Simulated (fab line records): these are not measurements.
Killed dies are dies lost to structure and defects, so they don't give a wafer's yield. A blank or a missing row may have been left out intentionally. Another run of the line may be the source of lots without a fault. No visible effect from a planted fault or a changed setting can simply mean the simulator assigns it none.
Which of the tools did it?    flow sky130    12 lots, 36 wafers sampled, at 4 steps of a route of 708

## WHAT THE GAUGES SHOWED, per wafer
SKY_FIELD_ISO_CD_MEAS_13: target cd 150 nm. Usual: cd-nm 150.5 nm, standard deviation 1.7.
lot   measured     on         cd-nm (nm)         flag
L337  day 2 06:12  cd-sem-02  150.0 149.8 151.3  
L339  day 2 16:12  cd-sem-01  150.2 150.3 149.8  
L340  day 2 19:30  cd-sem-02  150.6 150.7 151.4  
L341  day 3 02:40  cd-sem-02  151.0 149.3 150.8  
L342  day 3 06:25  cd-sem-01  152.8 153.8 153.0  
L345  day 3 21:56  cd-sem-02  150.7 150.2 149.4  
L346  day 4 03:34  cd-sem-02  149.7 149.7 149.4  
L347  day 4 08:20  cd-sem-02  148.9 149.9 148.4  
L348  day 4 16:04  cd-sem-01  149.0 151.1 151.5  
L349  day 4 19:01  cd-sem-02  153.4 152.2 151.1  
L351  day 5 05:53  cd-sem-02  148.6 150.2 149.9  
L356  day 6 08:46  cd-sem-01  154.6 155.9 154.7  

SKY_SD_N_TW_MEAS_12. Usual: for SD_N_TW the level is 4003 and the standard deviation is 33.
lot   measured      on             SD_N_TW                    flag
L337  day 27 20:43  film-metro-04  4061 4053 4062             
L339  day 28 10:07  film-metro-04  4031 4027 4041             
L340  day 28 13:43  film-metro-04  4029 4050 4036             
L341  day 29 07:13  film-metro-02  3956 3945 3951             
L342  day 29 15:58  film-metro-02  3988 3975 3970             
L345  day 30 14:06  film-metro-02  3979 3988 3977             
L346  day 31 03:01  film-metro-02  3968 3974 3972             
L347  day 31 12:19  film-metro-04  4047 4070 4047             
L348  day 31 18:28  film-metro-03  4011 4012 4009             
L349  day 32 00:46  film-metro-03  3991 3990 3982             
L351  day 32 23:00  film-metro-04  4032 4020 4019             
L356  day 34 13:52  film-metro-03  3998 30 3981 3990 30 3969  OFF

## TOOL THAT RAN EACH LOT (tool first, then ch and the chambers of the sampled wafers, then the start)
lot   SKY_VT_ADJUST_LVTN_STRIP_09           SKY_SD_N_DEVELOP_06
L337  plasma-asher-01 ch 0,1, day 6 22:29   litho-track-02 ch 0, day 27 20:01
L339  plasma-asher-04 ch 1, day 7 09:21     litho-track-02 ch 0, day 28 09:25
L340  plasma-asher-01 ch 0,1, day 7 14:18   litho-track-02 ch 0, day 28 13:01
L341  plasma-asher-03 ch 0,1, day 7 23:57   litho-track-02 ch 0, day 29 06:32
L342  plasma-asher-04 ch 0,1, day 8 06:14   litho-track-03 ch 0, day 29 15:16
L345  plasma-asher-01 ch 0,1, day 8 22:48   litho-track-01 ch 0, day 30 13:23
L346  plasma-asher-04 ch 0,1, day 9 08:06   litho-track-03 ch 0, day 31 02:19
L347  plasma-asher-04 ch 0,1, day 9 15:24   litho-track-02 ch 0, day 31 11:38
L348  plasma-asher-04 ch 1, day 9 22:05     litho-track-02 ch 0, day 31 17:47
L349  plasma-asher-01 ch 0,1, day 10 03:26  litho-track-02 ch 0, day 32 00:05
L351  plasma-asher-01 ch 0,1, day 10 18:02  litho-track-03 ch 0, day 32 22:18
L356  plasma-asher-03 ch 0, day 12 04:30    litho-track-03 ch 0, day 34 10:58
- SKY_VT_ADJUST_LVTN_STRIP_09: strips in O2/N2.
- SKY_SD_N_DEVELOP_06: develop time 60 s.

## WHAT THE TOOLS THEMSELVES READ (means of the sampled wafers that have a number; where no wafer has one, the mark that the record gives instead)
SKY_VT_ADJUST_LVTN_STRIP_09. Usual: drypump-motor-current-A 6.14 A, standard deviation 0.19; oes-product-au 0.723 a.u., standard deviation 0.0045; strip-time-to-endpoint-s 36.93 s, standard deviation 0.099.
lot   tool             drypump-motor-current-A (A)  oes-product-au (a.u.)  strip-time-to-endpoint-s (s)  flag
L337  plasma-asher-01  6.02                         0.726                  37.02                         
L339  plasma-asher-04  6.23                         0.722                  36.98                         
L340  plasma-asher-01  6.01                         0.720                  37.03                         
L341  plasma-asher-03  6.10                         0.726                  36.87                         
L342  plasma-asher-04  6.30                         0.720                  36.76                         
L345  plasma-asher-01  6.21                         0.727                  36.90                         
L346  plasma-asher-04  6.28                         0.725                  36.87                         
L347  plasma-asher-04  6.28                         0.721                  36.95                         
L348  plasma-asher-04  6.24                         0.719                  36.96                         
L349  plasma-asher-01  6.19                         0.721                  37.00                         
L351  plasma-asher-01  6.21                         0.719                  36.91                         
L356  plasma-asher-03  5.97                         0.725                  36.83                         

## THE ANSWER, worked out from the rows above alone
Rule: a lot counts as off when the mean over its wafers that have a number is more than 3 standard deviations away from the usual mean. Also off: a lot with no number at a reading for which 4 or more lots have one. The other lots that the step has rows for count as sound. The gauges are gone through in route order, then the tools' own readings, and for those a lot's mean is taken as printed above. At the first step where some lot is off, the reading lying furthest off is the one used; lots without a number count as furthest.
Off: L356, at SKY_SD_N_TW_MEAS_12 (SD_N_TW).
A tool fits if, at a process step before that reading, it ran every lot that is off, and no sound lot after the first of them. Gauges at SKY_SD_N_TW_MEAS_12: tried the same way as those tools. Can't be told from this: 3 tools fit, plasma-asher-03 at SKY_VT_ADJUST_LVTN_STRIP_09, litho-track-03 at SKY_SD_N_DEVELOP_06, film-metro-03 at SKY_SD_N_TW_MEAS_12.

## WHAT THE SIMULATOR HAD INSERTED
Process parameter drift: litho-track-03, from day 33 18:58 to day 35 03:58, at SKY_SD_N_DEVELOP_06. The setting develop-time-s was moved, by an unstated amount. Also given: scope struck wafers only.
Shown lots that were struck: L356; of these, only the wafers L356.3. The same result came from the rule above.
